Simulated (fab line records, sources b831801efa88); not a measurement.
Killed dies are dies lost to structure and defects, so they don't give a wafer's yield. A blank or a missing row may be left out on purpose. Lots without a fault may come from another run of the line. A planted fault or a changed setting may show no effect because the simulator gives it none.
A struck lot beside a sound one | flow sky130 | 15 steps out of a route of 708
Sound: wafers L674.2, L674.5, L674.6. Struck: wafers L687.1, L687.4, L687.5. The cause comes at the end.
At each step with rows: each side's tool, then ch and its chambers, then its first start. Under that, the readings that differ: sound wafers | struck wafers | difference of the means | sigmas: that difference in standard deviations of wafers without a fault.
alike: readings whose means differ by less than 2 such deviations, and words and numbers that are the same on both sides. not compared: withheld readings, readings that some wafer has no value for, bounds like >300 that may hide the same value, and numbers for which the record gives no deviation and whose values overlap.
The two part at a step that has a row with sigmas, a row that says differs or no value, or rows on one side only. Numbers that don't overlap but have no deviation are shown without sigmas and don't part them. A reading that every wafer of one side lacks parts them only if that side has two wafers or more.

first, 2 steps without rows for these wafers: SKY_VT_ADJUST_LVTN_PEB_16; SKY_VT_ADJUST_LVTN_DEVELOP_17 (develop time 60 s).
SKY_VT_ADJUST_LVTN_OVL_MEAS_18:
  sound on overlay-02, day 9 11:53; struck on overlay-01, day 12 23:28
  reading                    | sound          | struck      | difference | sigmas
  VT_ADJUST_LVTN_01_OVL (nm) | -2.2 -2.9 -2.4 | 0.2 0.6 1.0 | +3.1       | +2
then, 1 step without rows for these wafers: SKY_VT_ADJUST_LVTN_IMPLANT_19.
SKY_VT_ADJUST_LVTN_STRIP_20: strips in O2/N2.
  sound on plasma_asher-01 ch 0,1, day 9 12:04; struck on plasma_asher-03 ch 0,1, day 12 23:40
  alike: drypump_motor_current_A, oes_product_au, strip_time_to_endpoint_s
  not compared: rf_hours_counter_h
SKY_VT_ADJUST_LVTN_TW_MEAS_21:
  sound on film_metro-04, day 9 12:10; struck on film_metro-01, day 12 23:46
  alike: VT_ADJUST_LVTN_2_TW
then, 6 steps without rows for these wafers: SKY_VT_ADJUST_NCORE_DEHYDRATE_00 (time 60 s); SKY_VT_ADJUST_NCORE_HMDS_01 (prime time 60 s); SKY_VT_ADJUST_NCORE_COAT_02 (resist thk 1140 nm); SKY_VT_ADJUST_NCORE_SOFTBAKE_03 (time 60 s); SKY_VT_ADJUST_NCORE_EXPOSE_04 (exposes mask LVTN COMPLEMENT THIN, target cd 380 nm); SKY_VT_ADJUST_NCORE_PEB_05.
SKY_VT_ADJUST_NCORE_DEVELOP_06: develop time 60 s.
  sound on litho_track-02 ch 0, day 10 10:23; struck on litho_track-02 ch 0, day 14 00:16
  reading              | sound             | struck            | difference | sigmas
  developer_temp_C (C) | 22.93 23.06 23.09 | 23.77 23.78 23.78 | +0.75      | +8
SKY_VT_ADJUST_NCORE_CD_MEAS_07: target cd 380 nm.
  sound on cd_sem-02, day 10 10:32; struck on cd_sem-02, day 14 00:25
  alike: cd_nm
-- the record jumps here: 36 days lie between the struck wafers' starts before and after (it left off in module VT_ADJUST_NCORE and takes up again in module PAD_OPEN, whose first step shown is number 708 of the route) --
SKY_PAD_OPEN_PROBE_99:
  sound on prober-02, day 47 16:40; struck on prober-02, day 50 03:35
  alike: killed_at_M0_to_M3, killed_at_M4_up, killed_at_contacts, killed_at_front_end, killed_at_other, killed_dies, killed_open, killed_short

WHERE THEY PART
First at SKY_VT_ADJUST_LVTN_OVL_MEAS_18; last, within this record, at SKY_VT_ADJUST_NCORE_DEVELOP_06. Later steps at which nothing parts them and some readings are alike: SKY_VT_ADJUST_NCORE_CD_MEAS_07, SKY_PAD_OPEN_PROBE_99.

WHY: what the simulator had put in
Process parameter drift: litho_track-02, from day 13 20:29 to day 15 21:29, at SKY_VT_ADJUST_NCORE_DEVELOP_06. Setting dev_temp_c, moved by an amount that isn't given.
